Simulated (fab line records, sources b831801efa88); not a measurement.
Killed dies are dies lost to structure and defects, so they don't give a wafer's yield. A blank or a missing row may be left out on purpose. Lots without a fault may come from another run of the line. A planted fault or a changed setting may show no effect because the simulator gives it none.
fab line records | flow sky130
record lots=6 wafers=18 last_day=50
route steps=708 shown LOCAL_INTERCONNECT@405 CONTACT@406 PAD_OPEN@708
lots that met no fault: from a run of the same line without faults
start_h: hours from the record's first day to the start of the lot's first wafer shown | wait_h: hours since the lot's step before | " the same as in the row above | L1.1+2: a row that stands for several wafers | - no value, or no start given | * or withheld: withheld | < > ~ a bound
route shown NAME@n: a module of which the file shows steps, and the number in the route of the first | usual: mean/standard deviation of fault-free wafers | same: alike in all rows | chamber/n: place in a boat | sites: the reading at each site | _std_site: their standard deviation | _edge_site: outer sites' mean less inner sites' | radius_mm: how far each site lies from the wafer's centre | mask NAME#n: copy n | behind: the tool/chamber that last shaped the wafer | hold: why the lot was held/for how many hours/how that ended | device: the transistor (n, p or np) that didn't switch | end of line: the same wafers' tests at the end of the route | a step without rows: its recipe alone | killed: dies lost to structure and defects at the first sort, not the wafer's yield | map: a wafer's dies, x killed, . not, _ none there
set.NAME: the setting as run; set.NAME@STEP: as run at that earlier step | model.NAME: the simulator's own value behind a step, which no gauge read
lots at some steps of the route; a table a step, a row a wafer
services: from which hour (start_h, from the record's first day; less than 0 if before it) a tool's chamber was out of use, for how many hours, and why
## steps
# step SKY_LOCAL_INTERCONNECT_CLEAN_18
# recipe chemistry=O3/DIW dry=n2_spin
# step SKY_CONTACT_CVD_00
# recipe material=Si3N4 target_thk_nm=75 temp_c=400 time_s=withheld rf_w=450
# usual heater_power_w=697/130
# columns lot.wafer tool chamber start_h wait_h heater_power_w
L635.1 pecvd-01 1 705.66 0.0 528
L635.5 " 2 " " 463
L635.6 " 1 " " 544
L640.4 pecvd-01 1 730.79 0.0 494
L640.5 " 2 " " 557
L640.6 " 0 " " 835
L651.3 pecvd-04 0 831.31 0.0 743
L651.4 " 2 " " 801
L651.5 " 2 " " 784
L652.1 pecvd-03 0 834.55 0.0 848
L652.4 " 0 " " 845
L652.5 " 1 " " 676
L654.2 pecvd-01 1 846.61 0.0 482
L654.4 " 2 " " 519
L654.5 " 0 " " 755
L656.1 pecvd-03 2 865.08 0.0 727
L656.2 " 1 " " 668
L656.5 " 2 " " 723
# step SKY_CONTACT_THK_MEAS_01
# recipe reads=Si3N4_of_CONTACT_CVD_00
# usual CONTACT_CVD_00_THK=74.6/1.2
# columns lot.wafer tool chamber start_h wait_h CONTACT_CVD_00_THK[nm]
L635.1 film_metro-02 - 705.71 - 74.1
L635.5 " - " " 76.2
L635.6 " - " " 74.6
L640.4 film_metro-01 - 730.84 - 75.9
L640.5 " - " " 76.6
L640.6 " - " " 76.3
L651.3 film_metro-01 - 831.37 - 74.3
L651.4 " - " " 75.3
L651.5 " - " " 75.5
L652.1 film_metro-01 - 834.58 - 73.1
L652.4 " - " " 74.4
L652.5 " - " " 74.9
L654.2 film_metro-01 - 846.66 - 72.9
L654.4 " - " " 75.0
L654.5 " - " " 73.0
L656.1 film_metro-02 - 865.11 - 74.1
L656.2 " - " " 73.1
L656.5 " - " " 75.3
# step SKY_CONTACT_HDPCVD_02
# recipe material=SiO2 target_thk_nm=565 sigma_open_frac=0.3 time_s=94.2 temp_c=600 sih4_flow_sccm=60 pressure_mtorr=6
# step SKY_CONTACT_THK_MEAS_03
# recipe reads=SiO2_of_CONTACT_HDPCVD_02
# usual CONTACT_HDPCVD_THK=571/8
# columns lot.wafer tool chamber start_h wait_h CONTACT_HDPCVD_THK[nm]
L635.1 film_metro-01 - 705.84 0.0 563
L635.5 " - " " 582
L635.6 " - " " 569
L640.4 film_metro-04 - 730.97 0.0 582
L640.5 " - " " 584
L640.6 " - " " 567
L651.3 film_metro-04 - 831.49 0.1 583
L651.4 " - " " 566
L651.5 " - " " 574
L652.1 film_metro-04 - 834.71 0.0 563
L652.4 " - " " 577
L652.5 " - " " 582
L654.2 film_metro-04 - 846.79 0.0 567
L654.4 " - " " 565
L654.5 " - " " 574
L656.1 film_metro-02 - 865.24 0.0 561
L656.2 " - " " 573
L656.5 " - " " 560
# step SKY_CONTACT_CMP_04
# recipe material=SiO2 down_force_psi=4 platen_rpm=60 pad_velocity_m_s=0.94248
# usual motor_current_A=12.1/0.98 platen_rpm=60.00/0.04 time_to_endpoint_s=83/4.9
# columns lot.wafer tool chamber start_h wait_h motor_current_A platen_rpm time_to_endpoint_s
L635.1 cmp-01 3 705.95 0.1 12.7 59.99 76
L635.5 " 2 " " 13.6 59.99 90
L635.6 " 3 " " 12.5 59.96 81
L640.4 cmp-02 0 731.00 0.0 11.9 59.97 93
L640.5 " 0 " " 10.7 60.01 91
L640.6 " 1 " " 12.8 59.96 87
L651.3 cmp-01 2 831.58 0.1 13.6 59.96 89
L651.4 " 3 " " 12.5 60.00 79
L651.5 " 1 " " 12.9 60.02 80
L652.1 cmp-02 0 834.77 0.1 11.0 60.03 79
L652.4 " 2 " " 11.6 60.01 78
L652.5 " 0 " " 10.7 60.08 90
L654.2 cmp-01 0 846.89 0.1 10.7 59.97 82
L654.4 " 1 " " 13.4 60.00 74
L654.5 " 0 " " 10.1 59.93 86
L656.1 cmp-02 0 865.30 0.1 10.6 60.04 85
L656.2 " 1 " " 12.8 60.06 84
L656.5 " 0 " " 11.0 59.99 82
# step SKY_CONTACT_BOW_MEAS_05
# recipe mode=bow
# usual CONTACT_BOW=83/6.6
# columns lot.wafer tool chamber start_h wait_h CONTACT_BOW[um]
L635.1 film_metro-04 - 706.20 0.2 85
L635.5 " - " " 89
L635.6 " - " " 71
L640.4 film_metro-02 - 731.36 0.3 90
L640.5 " - " " 76
L640.6 " - " " 78
L651.3 film_metro-01 - 831.87 0.2 89
L651.4 " - " " 82
L651.5 " - " " 85
L652.1 film_metro-04 - 835.07 0.2 75
L652.4 " - " " 86
L652.5 " - " " 88
L654.2 film_metro-01 - 847.16 0.2 83
L654.4 " - " " 81
L654.5 " - " " 80
L656.1 film_metro-04 - 865.60 0.2 77
L656.2 " - " " 83
L656.5 " - " " 84
# step SKY_CONTACT_DEHYDRATE_06
# recipe temp_c=200 time_s=60
# step SKY_CONTACT_HMDS_07
# recipe prime_time_s=60 prime_temp_c=120
# step SKY_CONTACT_COAT_08
# recipe resist=BARC temp_c=withheld time_s=withheld spin_rpm=3000 resist_thk_nm=60
# step SKY_CONTACT_COAT_09
# recipe resist=KrF-thick spin_rpm=3000 resist_thk_nm=450
# step SKY_CONTACT_SOFTBAKE_10
# recipe temp_c=100 time_s=90 resist=KrF-thick
# step SKY_CONTACT_EXPOSE_11
# recipe mask_id=CTM1 na=0.8 source_shape=annular sigma_inner=0.55 sigma_outer=0.85 target_cd_nm=170 dose_mj=38
# columns lot.wafer tool chamber start_h wait_h mask
L635.1+5+6 krf_scanner-01 0 719.05 - CTM1#0
L640.4+5+6 krf_scanner-02 0 745.68 - CTM1#0
L651.3+4+5 krf_scanner-02 0 844.88 - CTM1#0
L652.1+4+5 krf_scanner-02 0 848.24 - CTM1#0
L654.2+4+5 krf_scanner-01 0 861.27 - CTM1#0
L656.1+2+5 krf_scanner-01 0 879.23 - CTM1#0
# step SKY_CONTACT_PEB_12
# recipe peb_temp_c=withheld peb_time_s=withheld resist=KrF-thick
# step SKY_CONTACT_DEVELOP_13
# recipe develop_time_s=60 resist=KrF-thick dev_temp_c=21
# step SKY_CONTACT_CD_MEAS_14
# recipe target_cd_nm=170
# usual cd_nm=169.9/1.5
# columns lot.wafer tool chamber start_h wait_h cd_nm
L635.1 cd_sem-02 - 731.45 - 170.1
L635.5 " - " " 170.7
L635.6 " - " " 170.2
L640.4 cd_sem-01 - 758.36 - 170.9
L640.5 " - " " 172.1
L640.6 " - " " 170.5
L651.3 cd_sem-02 - 858.68 - 158.5
L651.4 " - " " 159.2
L651.5 " - " " 133.6
L652.1 cd_sem-02 - 861.90 - 150.3
L652.4 " - " " 146.4
L652.5 " - " " 139.9
L654.2 cd_sem-02 - 874.21 - 167.9
L654.4 " - " " 168.3
L654.5 " - " " 168.8
L656.1 cd_sem-02 - 893.14 - 167.2
L656.2 " - " " 167.7
L656.5 " - " " 167.6
# step SKY_CONTACT_OVL_MEAS_15
# usual CONTACT_OVL=-1/6.1
# columns lot.wafer tool chamber start_h wait_h CONTACT_OVL[nm]
L635.1 overlay-01 - 731.57 0.1 0
L635.5 " - " " 2
L635.6 " - " " 3
L640.4 overlay-02 - 758.44 0.1 -1
L640.5 " - " " 0
L640.6 " - " " 3
L651.3 overlay-02 - 858.78 0.1 -5
L651.4 " - " " -2
L651.5 " - " " -2
L652.1 overlay-02 - 862.02 0.1 -6
L652.4 " - " " -2
L652.5 " - " " -8
L654.2 overlay-02 - 874.32 0.1 2
L654.4 " - " " 0
L654.5 " - " " 1
L656.1 overlay-01 - 893.26 0.1 6
L656.2 " - " " 3
L656.5 " - " " -1
# step SKY_CONTACT_ETCH_16
# recipe chemistry=N2/H2 target=BARC ion_energy_ev=200 source_w=500 bias_w=100 pressure_mtorr=30 n2_flow_sccm=100 h2_flow_sccm=200 stop_on=SiO2 time_s=45.9 target_depth_a=600
# usual chamber_pressure_mTorr=30.002/0.028 drypump_motor_current_A=6.0/0.43 oes_product_au=0.855/0.0052 throttle_valve_pct=13.225/0.0089
# columns lot.wafer tool chamber start_h wait_h chamber_pressure_mTorr drypump_motor_current_A oes_product_au rf_hours_counter_h throttle_valve_pct model.CONTACT.cd_nm
L635.1 rie_diel-02 1 731.61 0.0 29.997 5.2 0.848 2 13.229 168.5
L635.5 " 2 " " 30.001 6.1 0.859 - 13.213 169.3
L635.6 " 3 " " 29.992 5.7 0.852 - 13.223 169.3
L640.4 rie_diel-03 3 758.46 0.0 29.981 5.7 0.864 0 13.231 172.2
L640.5 " 0 " " 30.018 5.6 0.852 - 13.230 171.3
L640.6 " 3 " " 29.992 5.7 0.851 - 13.228 171.9
L651.3 rie_diel-04 3 858.80 0.0 29.946 6.0 0.865 15 13.222 159.6
L651.4 " 1 " " 29.977 6.8 0.851 11 13.229 158.8
L651.5 " 0 " " 30.066 5.9 0.856 - 13.229 132.9
L652.1 rie_diel-04 2 862.06 0.0 30.013 6.1 0.860 13 13.234 150.8
L652.4 " 0 " " 29.989 5.9 0.864 4 13.234 145.7
L652.5 " 2 " " 30.029 6.1 0.855 - 13.226 139.8
L654.2 rie_diel-02 1 874.35 0.0 29.955 5.3 0.851 5 13.239 166.9
L654.4 " 3 " " 29.982 5.7 0.851 11 13.226 168.6
L654.5 " 3 " " 30.005 5.7 0.856 - 13.228 168.7
L656.1 rie_diel-02 2 893.30 0.0 29.950 6.1 0.847 27 13.218 166.5
L656.2 " 3 " " 29.986 5.7 0.852 12 13.226 168.3
L656.5 " 0 " " 29.994 6.5 0.846 - 13.224 168.4
# step SKY_CONTACT_ETCH_17
# recipe target=SiO2 chemistry=C4F8/O2/Ar stop_on=Si3N4 mask_material=KrF-thick source_w=1500 bias_w=1200 pressure_mtorr=40 c4f8_flow_sccm=withheld O2_flow_sccm=6 Ar_flow_sccm=300 time_s=withheld target_depth_a=3400
# usual chamber_pressure_mTorr=39.99/0.036 oes_product_au=0.891/0.005
# columns lot.wafer tool chamber start_h wait_h chamber_pressure_mTorr oes_product_au
L635.1 rie_diel-02 1 731.65 0.0 40.02 0.888
L635.5 " 2 " " 40.00 0.885
L635.6 " 3 " " 40.02 0.891
L640.4 rie_diel-03 3 758.50 0.0 39.99 0.904
L640.5 " 0 " " 39.87 0.894
L640.6 " 3 " " 39.99 0.892
L651.3 rie_diel-04 3 858.84 0.0 39.95 0.895
L651.4 " 1 " " 40.00 0.887
L651.5 " 0 " " 39.97 0.894
L652.1 rie_diel-04 2 862.10 0.0 39.98 0.888
L652.4 " 0 " " 39.99 0.884
L652.5 " 2 " " 40.06 0.889
L654.2 rie_diel-02 1 874.39 0.0 40.01 0.898
L654.4 " 3 " " 40.03 0.894
L654.5 " 3 " " 39.99 0.889
L656.1 rie_diel-02 2 893.34 0.0 40.01 0.884
L656.2 " 3 " " 39.99 0.894
L656.5 " 0 " " 40.04 0.886
# step SKY_CONTACT_ETCH_18
# recipe target=Si3N4 chemistry=CHF3/O2 stop_on=TiN source_w=600 bias_w=200 pressure_mtorr=40 chf3_flow_sccm=50 O2_flow_sccm=5 time_s=39 target_depth_a=750
# usual chamber_pressure_mTorr=40.00/0.035 drypump_motor_current_A=6.0/0.43 oes_product_au=0.852/0.008 throttle_valve_pct=8.793/0.009
# columns lot.wafer tool chamber start_h wait_h chamber_pressure_mTorr drypump_motor_current_A oes_product_au rf_hours_counter_h throttle_valve_pct model.CONTACT.cd_nm
L635.1 rie_diel-02 1 - - 39.95 5.3 0.859 2 8.793 168.2
L635.5 " 2 " " 40.04 6.0 0.859 - 8.796 169.5
L635.6 " 3 " " 39.93 5.6 0.855 - 8.806 169.1
L640.4 rie_diel-03 3 - - 40.06 5.7 0.862 0 8.772 172.6
L640.5 " 0 " " 40.06 5.5 0.871 - 8.791 171.1
L640.6 " 3 " " 40.05 5.7 0.867 - 8.795 172.3
L651.3 rie_diel-04 3 - - 39.99 6.0 0.852 15 8.799 159.7
L651.4 " 1 " " 39.99 6.8 0.852 11 8.802 158.9
L651.5 " 0 " " 40.04 5.9 0.859 - 8.793 133
L652.1 rie_diel-04 2 - - 40.05 6.0 0.844 13 8.810 150.8
L652.4 " 0 " " 40.03 5.9 0.849 4 8.793 145.9
L652.5 " 2 " " 39.91 6.0 0.843 - 8.789 139.9
L654.2 rie_diel-02 1 - - 40.02 5.2 0.842 5 8.801 167.1
L654.4 " 3 " " 40.06 5.7 0.852 11 8.761 168.9
L654.5 " 3 " " 40.00 5.7 0.849 - 8.792 168.7
L656.1 rie_diel-02 2 - - 39.99 6.1 0.847 27 8.795 166.4
L656.2 " 3 " " 40.05 5.7 0.847 12 8.798 168.1
L656.5 " 0 " " 40.01 6.5 0.860 - 8.812 168.3
# step SKY_CONTACT_STRIP_19
# recipe chemistry=O2/N2 power_w=1400 pressure_mtorr=1500 platen_temp_c=withheld o2_flow_sccm=3000 n2_flow_sccm=300 overash_fraction=0.5
# usual chamber_pressure_mTorr=1499/5.4 drypump_motor_current_A=5.62/0.27 oes_product_au=0.380/0.0048 strip_time_to_endpoint_s=3.61/0.036
# columns lot.wafer tool chamber start_h wait_h chamber_pressure_mTorr drypump_motor_current_A oes_product_au rf_hours_counter_h strip_time_to_endpoint_s
L635.1 plasma_asher-04 0 731.74 - 1499 5.86 0.372 31 3.58
L635.5 " 1 " " 1499 6.03 0.381 - 3.64
L635.6 " 0 " " 1500 5.86 0.383 - 3.61
L640.4 plasma_asher-03 0 758.62 - 1501 5.38 0.376 - 3.59
L640.5 " 1 " " 1500 5.74 0.380 - 3.58
L640.6 " 0 " " 1437 5.38 0.376 - 3.59
L651.3 plasma_asher-03 0 858.96 - 1500 5.37 0.377 - 3.63
L651.4 " 1 " " 1500 5.77 0.385 - 3.66
L651.5 " 0 " " 1499 5.37 0.373 - 3.56
L652.1 plasma_asher-02 1 862.19 - 1498 5.40 0.381 75 3.58
L652.4 " 0 " " 1500 5.28 0.382 - 3.55
L652.5 " 0 " " 1501 5.31 0.388 - 3.60
L654.2 plasma_asher-02 1 874.48 - 1500 5.38 0.373 76 3.59
L654.4 " 0 " " 1500 5.33 0.380 - 3.61
L654.5 " 1 " " 1498 5.37 0.378 - 3.61
L656.1 plasma_asher-04 0 893.43 - 1501 5.86 0.384 48 3.62
L656.2 " 1 " " 1500 6.00 0.381 48 3.63
L656.5 " 1 " " 1500 6.00 0.380 - 3.65
# step SKY_PAD_OPEN_PROBE_99
# usual killed_at_M0_to_M3=43/7 killed_at_M4_up=3.5/1.9 killed_at_contacts=24/5.3 killed_at_front_end=15/4.4 killed_at_other=0.3/0.69 killed_dies=87/9.7 killed_on_rim=17/4.3 killed_open=48/7 killed_short=39/6.4
# same gross_dies=492 killed_at_back_side=0
# columns lot.wafer tool chamber start_h wait_h killed_at_M0_to_M3 killed_at_M4_up killed_at_contacts killed_at_front_end killed_at_other killed_dies killed_on_rim killed_open killed_short
L635.1 prober-02 - 1073.56 0.1 41 5 19 15 0 80 21 44 35
L635.5 prober-02 - 1073.76 0.2 35 1 22 15 0 73 11 40 33
L635.6 prober-02 - 1073.81 0.2 51 5 37 21 0 114 23 67 47
L640.4 prober-01 - 1102.54 0.2 40 4 25 21 1 91 20 51 39
L640.5 prober-01 - 1102.59 0.2 43 2 25 12 0 82 13 47 35
L640.6 prober-01 - 1102.64 0.2 49 2 16 11 0 78 12 42 36
L651.3 prober-01 - 1164.17 0.2 41 6 30 14 0 91 14 46 45
L651.4 prober-01 - 1164.22 0.2 49 9 24 15 0 97 15 54 42
L651.5 prober-01 - 1164.27 0.2 46 5 395 14 0 460 96 58 36
L652.1 prober-02 - 1168.87 0.1 49 2 34 15 0 100 24 43 46
L652.4 prober-02 - 1169.02 0.2 45 3 72 16 1 137 46 46 43
L652.5 prober-02 - 1169.07 0.2 49 3 215 14 0 281 77 38 46
L654.2 prober-02 - 1176.77 0.1 41 3 26 10 0 80 12 46 34
L654.4 prober-02 - 1176.87 0.2 45 2 20 11 0 78 17 41 37
L654.5 prober-02 - 1176.92 0.2 37 6 15 16 0 74 17 41 33
L656.1 prober-02 - 1189.73 0.1 36 3 30 16 1 86 19 49 37
L656.2 prober-02 - 1189.78 0.1 37 1 19 22 0 79 10 47 32
L656.5 prober-02 - 1189.93 0.2 37 3 25 20 0 85 14 53 32
# killed by level:class
L635.1 VIA1:geometric_particle:open=9 VIA3:geometric_particle:open=8 LI_CONTACT:geometric_particle:open=6 CONTACT:geometric_particle:open=5 VIA1:geometric_particle:short=5 LI_CONTACT:geometric_particle:short=4 VIA3:geometric_particle:short=4 FIELD_ISO:geometric_particle:open=3
L635.5 VIA1:geometric_particle:open=9 CONTACT:geometric_particle:open=9 VIA3:geometric_particle:open=5 FIELD_ISO:geometric_particle:short=4 POLY_GATE:geometric_particle:open=4 LOCAL_INTERCONNECT:geometric_particle:short=4 CONTACT:geometric_particle:short=4 METAL1:geometric_particle:short=4
L635.6 VIA1:geometric_particle:open=13 CONTACT:geometric_particle:open=13 VIA3:geometric_particle:open=12 LI_CONTACT:geometric_particle:open=11 POLY_GATE:geometric_particle:short=8 CONTACT:geometric_particle:short=8 VIA2:geometric_particle:open=4 POLY_GATE:geometric_particle:open=4
L640.4 CONTACT:geometric_particle:open=10 VIA1:geometric_particle:open=10 FIELD_ISO:geometric_particle:open=7 VIA2:geometric_particle:open=7 METAL2:geometric_particle:short=6 FIELD_ISO:geometric_particle:short=5 LI_CONTACT:geometric_particle:open=5 CONTACT:geometric_particle:short=5
L640.5 LI_CONTACT:geometric_particle:open=10 VIA1:geometric_particle:open=9 VIA2:geometric_particle:open=8 CONTACT:geometric_particle:open=7 METAL1:geometric_particle:short=6 METAL2:geometric_particle:short=5 POLY_GATE:geometric_particle:short=4 CONTACT:geometric_particle:short=4
L640.6 VIA2:geometric_particle:open=12 VIA1:geometric_particle:open=9 CONTACT:geometric_particle:open=7 VIA2:geometric_particle:short=6 METAL2:geometric_particle:short=5 METAL1:geometric_particle:short=5 LOCAL_INTERCONNECT:geometric_particle:short=4 VIA1:geometric_particle:short=4
L651.3 CONTACT:geometric_particle:open=13 METAL1:geometric_particle:short=7 LI_CONTACT:geometric_particle:short=6 VIA1:geometric_particle:open=6 VIA2:geometric_particle:open=6 POLY_GATE:geometric_particle:open=5 CONTACT:geometric_particle:short=5 METAL2:geometric_particle:short=4
L651.4 CONTACT:geometric_particle:open=15 VIA2:geometric_particle:open=9 METAL2:geometric_particle:short=8 VIA1:geometric_particle:open=8 METAL1:geometric_particle:short=6 POLY_GATE:geometric_particle:short=5 VIA3:geometric_particle:open=5 METAL4:geometric_particle:short=5
L651.5 CONTACT:area_expose=366 CONTACT:geometric_particle:open=12 VIA1:geometric_particle:open=12 LI_CONTACT:geometric_particle:open=8 VIA2:geometric_particle:open=7 FIELD_ISO:geometric_particle:open=6 CONTACT:geometric_particle:short=5 METAL1:geometric_particle:short=5
L652.1 VIA1:geometric_particle:open=11 CONTACT:area_expose=10 CONTACT:geometric_particle:open=9 METAL2:geometric_particle:short=8 LOCAL_INTERCONNECT:geometric_particle:short=7 VIA2:geometric_particle:open=7 POLY_GATE:geometric_particle:short=6 VIA1:geometric_particle:short=5
L652.4 CONTACT:area_expose=47 CONTACT:geometric_particle:open=13 VIA3:geometric_particle:open=9 VIA1:geometric_particle:open=9 METAL1:geometric_particle:short=9 CONTACT:geometric_particle:short=6 FIELD_ISO:geometric_particle:short=5 METAL2:geometric_particle:short=5
L652.5 CONTACT:area_expose=197 VIA1:geometric_particle:open=10 VIA1:geometric_particle:short=9 CONTACT:geometric_particle:open=7 METAL2:geometric_particle:short=6 VIA3:geometric_particle:open=5 FIELD_ISO:geometric_particle:open=4 POLY_GATE:geometric_particle:short=4
L654.2 CONTACT:geometric_particle:open=12 VIA1:geometric_particle:open=11 METAL2:geometric_particle:short=7 LI_CONTACT:geometric_particle:open=6 METAL1:geometric_particle:short=6 VIA2:geometric_particle:open=5 FIELD_ISO:geometric_particle:short=4 FIELD_ISO:geometric_particle:open=4
L654.4 VIA1:geometric_particle:open=9 CONTACT:geometric_particle:open=7 VIA1:geometric_particle:short=6 VIA3:geometric_particle:open=6 VIA3:geometric_particle:short=5 LI_CONTACT:geometric_particle:open=5 FIELD_ISO:geometric_particle:short=4 LI_CONTACT:geometric_particle:short=4
L654.5 VIA1:geometric_particle:open=14 FIELD_ISO:geometric_particle:open=6 LI_CONTACT:geometric_particle:open=5 METAL4:geometric_particle:short=5 FIELD_ISO:geometric_particle:short=4 VIA1:geometric_particle:short=4 LOCAL_INTERCONNECT:geometric_particle:short=3 POLY_GATE:geometric_particle:short=3
L656.1 LI_CONTACT:geometric_particle:open=11 VIA1:geometric_particle:open=10 FIELD_ISO:geometric_particle:open=6 CONTACT:geometric_particle:short=6 CONTACT:geometric_particle:open=5 VIA2:geometric_particle:open=5 VIA2:geometric_particle:short=5 POLY_GATE:geometric_particle:short=4
L656.2 LI_CONTACT:geometric_particle:open=9 VIA1:geometric_particle:open=8 VIA3:geometric_particle:open=6 FIELD_ISO:geometric_particle:open=5 FIELD_ISO:geometric_particle:short=5 CONTACT:geometric_particle:open=5 VIA1:geometric_particle:short=4 VIA2:geometric_particle:short=4
L656.5 FIELD_ISO:geometric_particle:open=10 VIA1:geometric_particle:open=9 LI_CONTACT:geometric_particle:open=9 VIA2:geometric_particle:open=8 CONTACT:geometric_particle:open=7 FIELD_ISO:geometric_particle:short=5 LOCAL_INTERCONNECT:geometric_particle:short=5 VIA3:geometric_particle:open=4
# map L651.5 (x killed, . not)
__________xxxxxxxxxx_________
________xxxxxxxxxxxxxx_______
______xxxxxxxxxxxxxxxxxx_____
_____xxxxxxxxxxxxxxxxxxxx____
____xxxxxxxxxxxxxxxxxxxxxx___
___xxxxxxxxxxxxxxxxxxxxxxxx__
__xxxxxxxxxxxxxxxxxxxxxxxxxx_
_xxxxxxx.x..xxxxxxxxxxxxxxxxx
_xxxxxxxxxxxxxxxxxxxxxxxxxxxx
_xxxxxxxxxx.xxxx..x.xxxxxxxxx
_xxxxxxxxxxx.x.x.xxxxxxxxxxxx
_xxxxxxxxxxxx.x..xxxxxxxxxxxx
_xxxxxxxxxxxxxxxx.xx.xxxxxxxx
_xxxxxxxxxxx.xxxx..xxx.x.xxxx
_xxxxx.xxxxx.x.xxxxxxxxxxxxxx
__xxxxxxxxxxxx.xxxxxxxxxxxxx_
___xxxxxx.xxxxxx.xxxx.xxxxx__
____xxxxxxxx.xxx..xxxxxxxx___
_____xxxxx.xxxxxx.xxxxxxx____
______xxxxxxxxxxxxxxxxxx_____
________xxxxxxxxxxxxxx_______
__________xxxxxxxxxx_________
# map L652.5 (x killed, . not)
__________xxxxxx.xxx_________
________xxxxxxxxxxxxxx_______
______xxxx.xxxxxx.xxx.xx_____
_____xxxxxxxxx.xx.xxxxxxx____
____xxx..xxx.xxx.xxxxxxxxx___
___xxxxxxxxxxxx...x.xxxx.xx__
__xxxx..xxx.x..x.xx.xxxxxxxx_
_xxxxx..xxx.xx..x.x.x.x.xxxxx
_xxxxxx..x....x..x...x.xxxxxx
_x.xx.x.x...x..x..xxx..x.xxxx
_xxxx..x.....xx.....x.....xxx
_x.xxxxxx...xx..x...x......xx
_xxx...x.x.x...........x..xx.
_xxxxx........x..x..xx..xxx.x
_xx..xx......x.x......x.xxx.x
__.xxx...x.xx.........xx..xx_
___xx..x..x..xx.......x.x.x__
____.xx..x..x....x..x.x...___
_____..xx..xx.xxxx...x..x____
______.xxxx.x....x..x..x_____
________xx.xx.xxx.xxx._______
__________xxxxxxxx.._________
## services
# columns tool chamber start_h hours kind
krf_scanner-02 - 685.73 43.6 repair
pecvd-01 - 693.52 0.4 repair
pecvd-01 0 695.78 31.8 repair
krf_scanner-01 - 700.51 1.3 repair
rie_diel-02 2 703.56 3.1 repair
rie_diel-02 - 706.69 2.8 pm
rie_diel-03 2 720.90 6.9 repair
krf_scanner-02 - 722.37 7.8 repair
krf_scanner-01 - 730.18 0.8 pm
krf_scanner-01 - 734.16 1.3 pm
cmp-01 - 734.28 5.3 pm
cmp-02 - 744.15 4.0 pm
krf_scanner-02 - 746.23 0.8 pm
krf_scanner-02 - 756.00 1.3 pm
pecvd-01 0 758.20 4.7 repair
cmp-01 - 760.69 12.0 repair
cmp-01 - 761.54 5.8 repair
krf_scanner-02 - 761.90 1.0 pm
cmp-01 - 767.95 1.6 repair
cmp-01 - 779.22 39.5 repair
krf_scanner-02 - 790.72 0.2 repair
rie_diel-02 - 806.53 0.3 repair
rie_diel-04 0 847.07 4.2 repair
rie_diel-04 2 848.56 9.2 repair
## key
first_sign step=SKY_CONTACT_CD_MEAS_14 reading=cd_nm direction=down sigmas=15 usual=169.9 struck=148.0
effect step=SKY_PAD_OPEN_PROBE_99 reading=killed_at_contacts direction=up sigmas=19 usual=24 struck=128 wafers_moved=4
model_effect step=SKY_CONTACT_ETCH_16 value=CONTACT.cd_nm without=171.4 struck=148
model_effect step=SKY_CONTACT_ETCH_18 value=CONTACT.cd_nm without=171.5 struck=148
more_kills_born_at SKY_CONTACT_EXPOSE_11@krf_scanner-02=620
met_at SKY_CONTACT_EXPOSE_11
struck_wafers L651.3,L651.4,L651.5,L652.1,L652.4,L652.5
later_rows_left_out L651.5
tester_left_out L651,L652
onset_between 745.68 844.88
fault kind=process_parameter_drift tool=krf_scanner-02 chamber=- onset_h=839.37 steps=SKY_CONTACT_EXPOSE_11 channel=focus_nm offset=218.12 spread_by_wafer=0.3 shape=step end_h=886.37
# tester_left_out: of these lots the tester's yield and bins aren't shown, on N5 and GAA mostly nor the transistor test; their killed dies are dies lost to structure and defects alone, not to doping, threshold or leakage, so they don't give the yield
# later_rows_left_out: the simulator's readings of these wafers behind a module that went badly wrong aren't trusted and aren't shown, but for the sort
